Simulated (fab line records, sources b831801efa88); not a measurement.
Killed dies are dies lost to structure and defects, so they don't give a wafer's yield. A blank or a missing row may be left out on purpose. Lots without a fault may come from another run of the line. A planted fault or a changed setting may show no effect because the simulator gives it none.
Which tool did it? | flow sky130 | 6 lots, 18 wafers sampled, at 3 steps of a route of 708

WHAT THE GAUGES READ, wafer by wafer
SKY_VIA3_THK_MEAS_01.
lot  | measured     | on            | VIA3_HDPCVD_THK (nm)
L664 | day 39 17:06 | film_metro-02 | 1655 1648 1677
L667 | day 40 08:30 | film_metro-01 | 1648 1669 1648
L670 | day 41 05:17 | film_metro-01 | 1647 1663 1652
L672 | day 41 07:50 | film_metro-03 | 1647 1644 1618
L682 | day 44 06:16 | film_metro-02 | 1616 1631 1627
L684 | day 44 13:17 | film_metro-01 | 1621 1588 1620

WHICH TOOL RAN EACH LOT (tool, then ch and the chambers of the sampled wafers, then the start)
lot  | SKY_VIA2_CVD_21               | SKY_VIA3_HDPCVD_00
L664 | cvd_w-02 ch 0,1, day 37 11:44 | hdpcvd-02 ch 1,2, day 39 16:55
L667 | cvd_w-01 ch 0,1, day 38 02:46 | hdpcvd-02 ch 0,1,2, day 40 08:23
L670 | cvd_w-02 ch 0,1, day 39 01:01 | hdpcvd-02 ch 0,1,2, day 41 05:07
L672 | cvd_w-02 ch 0,1, day 39 04:44 | hdpcvd-01 ch 0,1,2, day 41 07:43
L682 | cvd_w-02 ch 0,1, day 42 04:59 | hdpcvd-01 ch 0,1,2, day 44 06:09
L684 | cvd_w-01 ch 1, day 42 12:34   | hdpcvd-01 ch 0,1, day 44 13:07
- SKY_VIA2_CVD_21: deposits W, target thk 420 nm, time 126.4 s.
- SKY_VIA3_HDPCVD_00: deposits SiO2, target thk 1635 nm, time 272.5 s.

THE ANSWER, worked out from the rows above alone
Rule: what is usual is taken from the lots themselves. Put in order of their means at a reading, lots are off if they are a third of the lots or fewer, leave a main group of 4 or more, and stand apart from it by a gap of 3 or more times the standard deviation of the main group's means; of several such gaps the widest counts. A main group whose means are all the same, to the digits that the tables above print for the reading, isn't used. A lot without any number at a reading at which 4 lots or more have one is off too. The other lots that the step has rows for count as sound.
No lot is off at any reading shown: from this, nothing can be told.

WHAT THE SIMULATOR HAD PUT IN
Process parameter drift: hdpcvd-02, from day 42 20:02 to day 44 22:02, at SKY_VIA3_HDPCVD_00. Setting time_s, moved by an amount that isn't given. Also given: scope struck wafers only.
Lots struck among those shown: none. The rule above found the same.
